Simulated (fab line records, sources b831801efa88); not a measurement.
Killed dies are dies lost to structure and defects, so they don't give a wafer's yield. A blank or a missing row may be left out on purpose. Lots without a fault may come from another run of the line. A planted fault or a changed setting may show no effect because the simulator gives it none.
A struck lot beside a sound one | flow sfq_line | 16 steps out of a route of 325
Sound: wafers L458.3, L458.4, L458.5. Struck: wafers L466.3, L466.6. The cause comes at the end.
At each step with rows: each side's tool, then ch and its chambers, then its first start. Under that, the readings that differ: sound wafers | struck wafers | difference of the means | sigmas: that difference in standard deviations of wafers without a fault.
alike: readings whose means differ by less than 2 such deviations, and words and numbers that are the same on both sides. not compared: withheld readings, readings that some wafer has no value for, bounds like >300 that may hide the same value, and numbers for which the record gives no deviation and whose values overlap.
The two part at a step that has a row with sigmas, a row that says differs or no value, or rows on one side only. Numbers that don't overlap but have no deviation are shown without sigmas and don't part them. A reading that every wafer of one side lacks parts them only if that side has two wafers or more.

SFQ_TRILAYER_I7_VIA_STRIP_STRIP_191: strips in O2.
  sound on rie_metal-03 ch 0,1, day 72 10:43; struck on rie_metal-02 ch 1, day 78 14:53
  reading                     | sound       | struck  | difference | sigmas
  drypump_motor_current_A (A) | 5.5 6.3 6.3 | 5.2 5.2 | -0.8       | -2
  alike: oes_product_au
  not compared: rf_hours_counter_h
then, 8 steps without rows for these wafers: SFQ_TRILAYER_I7_VIA_STRIP_SOLV_CLEAN_192 (cleans in NMP, time 600 s); SFQ_TRILAYER_M8_LITHO_LOR_COAT_197; SFQ_TRILAYER_M8_LITHO_LOR_BAKE_198; SFQ_TRILAYER_M8_LITHO_COAT_193 (resist thk 600 nm); SFQ_TRILAYER_M8_LITHO_SOFTBAKE_199; SFQ_TRILAYER_M8_LITHO_EXPOSE_194 (exposes mask M8, target cd 2000 nm); SFQ_TRILAYER_M8_LITHO_PEB_196 (peb time 60 s); SFQ_TRILAYER_M8_LITHO_DEVELOP_195 (img clear 15 s, time 55 s).
-- the record jumps here: 3 days lie between the struck wafers' starts before and after --
SFQ_M8_OVL_MEAS_948:
  sound on overlay-02, day 75 20:30; struck on overlay-02, day 81 12:55
  alike: M8_OVL
then, 2 steps without rows for these wafers: SFQ_TRILAYER_M8_DEP_EVAP_197 (material Ti, target thk 20 nm, time 100 s); SFQ_TRILAYER_M8_DEP_EVAP_198 (material Pt, target thk 50 nm, time 250 s).
SFQ_TRILAYER_M8_DEP_EVAP_196: material Au, target thk 180 nm, time 900 s.
  sound on pvd_sputter-02, day 75 20:46; struck on pvd_sputter-02, day 81 13:10
  reading                                          | sound             | struck      | difference | sigmas
  model.Au_of_TRILAYER_M8_DEP_EVAP_196.thk_nm (nm) | 178.9 180.5 180.4 | 168.4 169.4 | -11.0      |
SFQ_M8_RS_MEAS_949: measures by four-point-probe.
  sound on film_metro-03, day 75 21:19; struck on film_metro-02, day 81 14:01
  reading           | sound                | struck        | difference | sigmas
  M8_AU_RS (ohm/sq) | 0.1547 0.1533 0.1534 | 0.1638 0.1635 | +0.0099    | +5
  not compared: hold
SFQ_M8_THK_MEAS_950: measures by xrf.
  sound on film_metro-03, day 75 21:25; struck on film_metro-02, day 81 15:53
  reading        | sound             | struck      | difference | sigmas
  M8_AU_THK (nm) | 182.9 184.0 183.6 | 170.9 172.3 | -11.9      | -5
  not compared: hold
SFQ_M8_BOW_MEAS_951:
  sound on film_metro-02, day 75 21:40; struck on film_metro-03, day 81 21:02
  reading               | sound              | struck       | difference | sigmas
  model.etest.m8.ohm_sq | 0.1543 0.153 0.153 | 0.1639 0.163 | +0.0100    |
  alike: M8_BOW
  not compared: hold

WHERE THEY PART
First at SFQ_TRILAYER_I7_VIA_STRIP_STRIP_191; last, within this record, at SFQ_M8_THK_MEAS_950. Later steps at which nothing parts them and some readings are alike: SFQ_M8_BOW_MEAS_951.

WHY: what the simulator had put in
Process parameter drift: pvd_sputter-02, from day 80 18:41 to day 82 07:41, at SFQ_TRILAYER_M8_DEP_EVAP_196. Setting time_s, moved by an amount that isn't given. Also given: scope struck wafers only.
